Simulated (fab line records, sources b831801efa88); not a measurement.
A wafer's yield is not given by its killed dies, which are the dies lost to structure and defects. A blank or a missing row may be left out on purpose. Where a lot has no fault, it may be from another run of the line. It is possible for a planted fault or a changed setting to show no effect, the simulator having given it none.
The tool behind it: which one? :: flow sky130 :: Sampling: 10 lots, 30 wafers, 4 of 708 route steps

## WHAT THE GAUGES SHOWED, per wafer
SKY_METAL5_RS_MEAS_05: measurement is done with a four-point probe.
lot: L606
measured: day 43 10:58
on: film_metro-02
METAL5_ALCU_RS (ohm/sq): 0.02709 0.02756 0.02771

lot: L607
measured: day 43 15:28
on: film_metro-01
METAL5_ALCU_RS (ohm/sq): 0.02732 0.02732 0.02756

lot: L609
measured: day 44 06:36
on: film_metro-01
METAL5_ALCU_RS (ohm/sq): 0.02786 0.02729 0.02748

lot: L612
measured: day 44 22:35
on: film_metro-01
METAL5_ALCU_RS (ohm/sq): 0.02687 0.02695 0.0266

lot: L617
measured: day 46 07:13
on: film_metro-02
METAL5_ALCU_RS (ohm/sq): 0.02709 0.03292 0.02732

lot: L618
measured: day 46 15:01
on: film_metro-02
METAL5_ALCU_RS (ohm/sq): 0.02664 0.02645 0.02677

lot: L619
measured: day 46 19:07
on: film_metro-03
METAL5_ALCU_RS (ohm/sq): 0.03352 0.03344 0.02711

lot: L621
measured: day 47 05:49
on: film_metro-01
METAL5_ALCU_RS (ohm/sq): 0.03364 0.03315 0.03283

lot: L625
measured: day 48 05:28
on: film_metro-03
METAL5_ALCU_RS (ohm/sq): 0.02747 0.02694 0.02737

lot: L626
measured: day 48 10:36
on: film_metro-03
METAL5_ALCU_RS (ohm/sq): 0.02683 0.02699 0.02686

## WHICH TOOL RAN EACH LOT (tool, then ch and the chambers of the sampled wafers, then the start)
lot: L606
SKY_METAL4_ETCH_16: rie_metal-02 ch 0,1, day 42 09:13
SKY_METAL5_SPUTTER_02: pvd_sputter-02, day 43 10:48
SKY_METAL5_SPUTTER_04: pvd_sputter-02, day 43 10:52

lot: L607
SKY_METAL4_ETCH_16: rie_metal-04 ch 1, day 42 13:05
SKY_METAL5_SPUTTER_02: pvd_sputter-04, day 43 15:20
SKY_METAL5_SPUTTER_04: pvd_sputter-04, day 43 15:25

lot: L609
SKY_METAL4_ETCH_16: rie_metal-01 ch 0,1, day 43 05:19
SKY_METAL5_SPUTTER_02: pvd_sputter-04, day 44 06:29
SKY_METAL5_SPUTTER_04: pvd_sputter-04, day 44 06:33

lot: L612
SKY_METAL4_ETCH_16: rie_metal-04 ch 0,1, day 43 21:49
SKY_METAL5_SPUTTER_02: pvd_sputter-04, day 44 22:28
SKY_METAL5_SPUTTER_04: pvd_sputter-04, day 44 22:32

lot: L617
SKY_METAL4_ETCH_16: rie_metal-01 ch 0,1, day 45 06:37
SKY_METAL5_SPUTTER_02: pvd_sputter-04, day 46 07:06
SKY_METAL5_SPUTTER_04: pvd_sputter-04, day 46 07:10

lot: L618
SKY_METAL4_ETCH_16: rie_metal-04 ch 0,1, day 45 14:01
SKY_METAL5_SPUTTER_02: pvd_sputter-02, day 46 14:53
SKY_METAL5_SPUTTER_04: pvd_sputter-02, day 46 14:57

lot: L619
SKY_METAL4_ETCH_16: rie_metal-01 ch 0,1, day 45 19:20
SKY_METAL5_SPUTTER_02: pvd_sputter-04, day 46 18:58
SKY_METAL5_SPUTTER_04: pvd_sputter-04, day 46 19:02

lot: L621
SKY_METAL4_ETCH_16: rie_metal-01 ch 1, day 46 06:40
SKY_METAL5_SPUTTER_02: pvd_sputter-04, day 47 05:40
SKY_METAL5_SPUTTER_04: pvd_sputter-04, day 47 05:44

lot: L625
SKY_METAL4_ETCH_16: rie_metal-04 ch 0,1, day 47 06:55
SKY_METAL5_SPUTTER_02: pvd_sputter-03, day 48 05:20
SKY_METAL5_SPUTTER_04: pvd_sputter-03, day 48 05:25

lot: L626
SKY_METAL4_ETCH_16: rie_metal-01 ch 0,1, day 47 10:45
SKY_METAL5_SPUTTER_02: pvd_sputter-03, day 48 10:29
SKY_METAL5_SPUTTER_04: pvd_sputter-03, day 48 10:33
- SKY_METAL4_ETCH_16: etches BARC in N2/H2, stops on SiO2, time 88.2 s, target depth 60 nm.
- SKY_METAL5_SPUTTER_02: material AlCu, target thk 1150 nm, time 61.2 s.
- SKY_METAL5_SPUTTER_04: material TiN, target thk 70 nm, time 58.3 s.

## THE ANSWER, worked out from the rows above alone
Rule: usual is defined by the lots themselves. Put in order of their means at a reading, lots are off if they are a third of the lots or fewer, leave a main group of 4 or more, and stand apart from it by a gap of 3 or more times the standard deviation of the main group's means; of several such gaps the widest counts. The tables above print the reading to a certain number of digits; a main group whose means all agree to those digits is not used. Also off: a lot with no number at a reading for which 4 or more lots have one. The other lots that the step has rows for count as sound.
Off: L617, L619, L621, at SKY_METAL5_RS_MEAS_05 (METAL5_ALCU_RS). Mean 0.02714 ohm/sq and standard deviation 0.00033 in the main group.
A tool fits if, at a process step before that reading, it ran every lot that is off, and no sound lot after the first of them. Gauges at SKY_METAL5_RS_MEAS_05: tried the same way as those tools. One fits: SKY_METAL5_SPUTTER_02 and SKY_METAL5_SPUTTER_04 on pvd_sputter-04. At SKY_METAL5_SPUTTER_02 its last sound lot is L612 (day 44 22:28), its first lot that is off L617 (day 46 07:06): a fault that began between those two fits.

## WHAT THE SIMULATOR HAD INSERTED
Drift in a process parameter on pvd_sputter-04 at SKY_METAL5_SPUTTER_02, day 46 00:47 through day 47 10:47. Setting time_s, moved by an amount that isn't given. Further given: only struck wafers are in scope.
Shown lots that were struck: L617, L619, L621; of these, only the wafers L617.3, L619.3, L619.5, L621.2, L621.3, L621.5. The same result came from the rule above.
